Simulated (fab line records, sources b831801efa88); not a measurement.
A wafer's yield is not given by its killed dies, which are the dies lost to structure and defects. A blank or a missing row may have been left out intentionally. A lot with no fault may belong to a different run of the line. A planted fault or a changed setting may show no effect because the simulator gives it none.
Problem report in the 8D (eight disciplines) form, filled by code || flow gf180mcu || the parts of the form that need people (team, actions taken, sign-off) are left out

== 1. THE PROBLEM ==
timeToEndpointS at GF_V1_CMP_04 reads a mean of 26 s on 3 wafers of 2 lots; wafers without a fault read 80 s with a standard deviation of 5.5. Measured from the usual mean, that is -9.9 standard deviations.
The step: polishes SiO2.
Seen first at day 19 07:15 on cmp-02, wafer L646.4. At this step, 36 wafers from 12 lots have a number in the record. Rule for "out" (also "out of limits"): further than 4 standard deviations from the usual mean. The rest of the wafers with a number are treated as sound.

== 2. WHAT IT IS, WHAT IT ISN'T ==
{"question": "which readings at this step", "is": "timeToEndpointS", "is not": "headPressurePsi, motorCurrentA, slurryFlowMlMin"}
{"question": "which lots", "is": "L646, L647", "is not": "L643, L644, L656, L657, L658, L659, L661, L663, L664, L665"}
{"question": "which wafers of those lots", "is": "L646.4, L646.5, L647.4", "is not": "L646.1, L647.1, L647.5"}
{"question": "read on which tools", "is": "cmp-02", "is not": "cmp-01"}
{"question": "when", "is": "from day 19 07:15", "is not": "up to then (7 sound wafers); but 26 sound wafers of L647, L656, L657, L658, L659, L661, L663, L664, L665 came after"}

== 3. SUSPECTS, AND WHAT RULES EACH OUT ==
Counting: any tool at a process step up to the reading remains a suspect provided it ran every lot that is out. Sound lots after the first of them don't rule it out here, since some wafers of a struck lot are sound.
- cmp-02 at GF_V1_CMP_04 (polishes SiO2): kept. Ran every lot that is out, first one L646 (day 19 07:15); last sound lot up to then L644 (day 18 14:02). On those wafers its own readings are out: timeToEndpointS.
- cmp-02, GF_V1_CMP_04: wafers that are out in chamber 0, sound lot-mates in chambers 1, 2, 3.
The count leaves cmp-02 at GF_V1_CMP_04.

== 4. THE CAUSE (what the simulator had put in) ==
cmp-02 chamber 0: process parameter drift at GF_V1_CMP_04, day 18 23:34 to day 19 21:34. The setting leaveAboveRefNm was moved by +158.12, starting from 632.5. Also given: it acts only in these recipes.
Counting left only this tool.

== 5. SEQUENCE OF EFFECTS, ordered by route ==
Each row: a reading whose mean over the struck wafers that have a number lies more than 3 standard deviations from the usual. Scope: only readings with a usual standard deviation given in the record; hours: median across lots of the time from each lot's start at the first step in this table that gives one to its start at this step; sigmas: change in usual standard deviations.
{"hours": 0, "step": "GF_V1_CMP_04", "reading": "timeToEndpointS", "usual": "80 s", "on struck wafers": 26, "change": -54, "sigmas": -9.9}
{"hours": "-", "step": "GF_V1_ETCH_17", "reading": "oesProductAu", "usual": "0.856 a.u.", "on struck wafers": 0.970, "change": "+0.114", "sigmas": "+24"}
{"hours": 273, "step": "GF_PASSIVATION_PROBE_99", "reading": "defectLimitedYield", "usual": "90.2 %", "on struck wafers": 55.8, "change": -34.4, "sigmas": -25}
{"hours": 273, "step": "GF_PASSIVATION_PROBE_99", "reading": "killed_at_M0_to_M3", "usual": 21, "on struck wafers": 190, "change": "+169", "sigmas": "+39"}
{"hours": 273, "step": "GF_PASSIVATION_PROBE_99", "reading": "killedDies", "usual": 48, "on struck wafers": 218, "change": "+170", "sigmas": "+25"}
{"hours": 273, "step": "GF_PASSIVATION_PROBE_99", "reading": "killedOnRim", "usual": 9.3, "on struck wafers": 61.0, "change": "+51.7", "sigmas": "+18"}
{"hours": 273, "step": "GF_PASSIVATION_PROBE_99", "reading": "sort_bin_5_function", "usual": "5.7 %", "on struck wafers": 40.1, "change": "+34.4", "sigmas": "+31"}
{"hours": 273, "step": "GF_PASSIVATION_PROBE_99", "reading": "sortNPass", "usual": 444, "on struck wafers": 274, "change": -170, "sigmas": -25}
{"hours": 273, "step": "GF_PASSIVATION_PROBE_99", "reading": "sortYieldPct", "usual": "90.2 %", "on struck wafers": 55.8, "change": -34.4, "sigmas": -25}
The process steps in it:
- GF_V1_CMP_04: polishes SiO2.
- GF_V1_ETCH_17: etches SiO2 in C4F8/O2/Ar, stops on TiN, target depth 630 nm.
- GF_PASSIVATION_PROBE_99

== 6. WHAT WOULD HAVE CAUGHT IT SOONER ==
The fault began at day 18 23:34; the first out-of-limits reading in this record came at day 19 07:15, 8 hours later.
